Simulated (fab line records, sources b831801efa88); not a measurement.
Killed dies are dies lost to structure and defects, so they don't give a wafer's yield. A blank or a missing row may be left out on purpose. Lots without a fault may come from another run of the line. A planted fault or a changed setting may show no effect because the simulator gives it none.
Problem report in the 8D (eight disciplines) form, filled by code | flow sky130 | the parts of the form that need people (team, actions taken, sign-off) are left out

1. THE PROBLEM
LDD_HVN_TW at SKY_LDD_HVN_TW_MEAS_10 reads a mean of 1242 on 6 wafers of 2 lots; wafers without a fault read 1456 with a standard deviation of 7.9. That is -27 standard deviations from the usual mean.
First seen on wafer L296.1, day 25 19:55, on film_metro-03. The record holds 39 wafers of 13 lots with a number at this step. Rule for "out", or "out of limits": more than 4 standard deviations from the usual mean. The other wafers with a number count as sound.

2. WHAT IT IS AND WHAT IT IS NOT
question                    | is                           | is not
which readings at this step | LDD_HVN_TW                   | -
which lots                  | L296, L298                   | L281, L282, L283, L284, L285, L287, L288, L289, L290, L292, L304
which wafers of those lots  | all that have a number       | -
read on which gauges        | film_metro-01, film_metro-03 | film_metro-04
when                        | from day 25 19:55            | up to then (30 sound wafers); but 3 sound wafers of L304 came after

3. SUSPECTS, AND WHAT RULES EACH OUT
Counting: a tool at a process step up to the reading stays a suspect if it ran every lot that is out and no sound lot after the first of them.
- the gauge at SKY_LDD_HVN_TW_MEAS_10: ruled out. The wafers that are out were read on 2 gauges (film_metro-01, film_metro-03).
- implanter-02 at SKY_LDD_HVN_IMPLANT_08: kept. It ran every lot that is out, first L296 (day 25 19:40), and no sound lot after that; its last sound lot up to then is L288 (day 22 20:43). Its own readings are out on those wafers: dose_ions_cm2, faraday_current_uA.
Left after counting: implanter-02 at SKY_LDD_HVN_IMPLANT_08.

4. THE CAUSE (what the simulator had put in)
Process parameter drift: implanter-02, from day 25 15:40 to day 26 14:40, at SKY_LDD_HVN_IMPLANT_08. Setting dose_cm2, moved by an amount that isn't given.
Counting left only this tool.

5. THE CHAIN OF EFFECTS, in route order
Each row: a reading whose mean over the struck wafers that have a number lies more than 3 standard deviations from the usual. Only readings for which the record gives a usual standard deviation are gone through. hours: the time from each lot's start at the first step in this table that gives one to its start at this step, as a median over the lots. sigmas: the change in usual standard deviations.
hours | step                   | reading            | usual     | on struck wafers | change     | sigmas
0     | SKY_LDD_HVN_IMPLANT_08 | dose_ions_cm2      | 3.001e+13 | 1.810e+13        | -1.191e+13 | -99 or more
0     | SKY_LDD_HVN_IMPLANT_08 | faraday_current_uA | 168       | 102              | -66        | -18
0     | SKY_LDD_HVN_TW_MEAS_10 | LDD_HVN_TW         | 1456      | 1242             | -214       | -27
The process steps in it:
- SKY_LDD_HVN_IMPLANT_08
Later measuring or inspecting steps at which every struck wafer that the step has a row for has a number for every such reading, and none has moved that far: SKY_LDD_HVP_OVL_MEAS_07.

6. WHAT WOULD HAVE CAUGHT IT SOONER
In this record the first reading out of limits at a measuring or inspecting step was taken at day 25 19:55, 4 hours after the fault began at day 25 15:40.
The tool's own readings at SKY_LDD_HVN_IMPLANT_08 were out on every struck wafer that the step has a row for (dose_ions_cm2, faraday_current_uA): an alarm limit on them would have fired on the first of those.
Of the lots that are out (2), L298 began SKY_LDD_HVN_IMPLANT_08 on implanter-02 after day 25 19:55. A hold on the tool at that time would have spared it.
